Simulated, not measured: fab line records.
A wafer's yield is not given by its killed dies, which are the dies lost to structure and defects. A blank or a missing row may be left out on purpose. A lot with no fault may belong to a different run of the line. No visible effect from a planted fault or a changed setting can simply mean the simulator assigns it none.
Which tool is to blame? + flow sky130 + Sampling: 12 lots, 36 wafers, 3 of 708 route steps

== WHAT THE GAUGES READ, wafer by wafer ==
SKY_VIA3_BOW_MEAS_03.
| lot  | measured     | on            | VIA3_BOW (um) |
|------|--------------|---------------|---------------|
| L075 | day 39 05:18 | film_metro-03 | 75 78 86      |
| L077 | day 39 06:32 | film_metro-03 | 92 85 86      |
| L079 | day 40 01:52 | film_metro-03 | 76 89 77      |
| L081 | day 40 17:12 | film_metro-04 | 77 79 85      |
| L083 | day 41 07:02 | film_metro-03 | 90 86 89      |
| L085 | day 41 19:05 | film_metro-04 | 82 85 84      |
| L087 | day 42 13:43 | film_metro-01 | 93 95 80      |
| L089 | day 42 19:41 | film_metro-01 | 81 83 83      |
| L091 | day 43 09:48 | film_metro-04 | 87 81 84      |
| L093 | day 44 06:38 | film_metro-01 | 87 79 81      |
| L095 | day 45 04:17 | film_metro-01 | 88 91 89      |
| L097 | day 45 18:52 | film_metro-01 | 88 79 83      |

== WHICH TOOL RAN EACH LOT (tool, then ch and the chambers of the sampled wafers, then the start) ==
| lot  | SKY_METAL1_SPUTTER_03        | SKY_METAL3_SPUTTER_03        |
|------|------------------------------|------------------------------|
| L075 | pvd_sputter-02, day 32 09:13 | pvd_sputter-02, day 37 00:37 |
| L077 | pvd_sputter-02, day 32 12:39 | pvd_sputter-04, day 37 03:32 |
| L079 | pvd_sputter-02, day 33 08:41 | pvd_sputter-02, day 37 22:09 |
| L081 | pvd_sputter-02, day 34 01:28 | pvd_sputter-02, day 38 13:33 |
| L083 | pvd_sputter-01, day 34 16:29 | pvd_sputter-01, day 39 04:57 |
| L085 | pvd_sputter-04, day 35 05:17 | pvd_sputter-02, day 39 17:08 |
| L087 | pvd_sputter-04, day 36 02:08 | pvd_sputter-01, day 40 11:42 |
| L089 | pvd_sputter-04, day 36 09:09 | pvd_sputter-01, day 40 18:57 |
| L091 | pvd_sputter-04, day 36 23:40 | pvd_sputter-02, day 41 09:02 |
| L093 | pvd_sputter-04, day 37 23:38 | pvd_sputter-01, day 42 06:50 |
| L095 | pvd_sputter-04, day 38 22:02 | pvd_sputter-01, day 43 05:32 |
| L097 | pvd_sputter-04, day 39 15:23 | pvd_sputter-01, day 43 20:30 |
- SKY_METAL1_SPUTTER_03: material Ti, target thk 5 nm, time 3.3 s.
- SKY_METAL3_SPUTTER_03: material Ti, target thk 5 nm, time 3.3 s.

== THE ANSWER, worked out from the rows above alone ==
Rule: what is usual is taken from the lots themselves. Put in order of their means at a reading, lots are off if they are a third of the lots or fewer, leave a main group of 4 or more, and stand apart from it by a gap of 3 or more times the standard deviation of the main group's means; of several such gaps the widest counts. A main group is skipped when, at the precision printed for the reading in the tables above, its means are all equal. A lot without any number at a reading at which 4 lots or more have one is off too. Any other lot the step has rows for is counted as sound.
No lot is off on any of the readings shown, so nothing can be concluded from this.

== WHAT HAD BEEN PUT IN BY THE SIMULATOR ==
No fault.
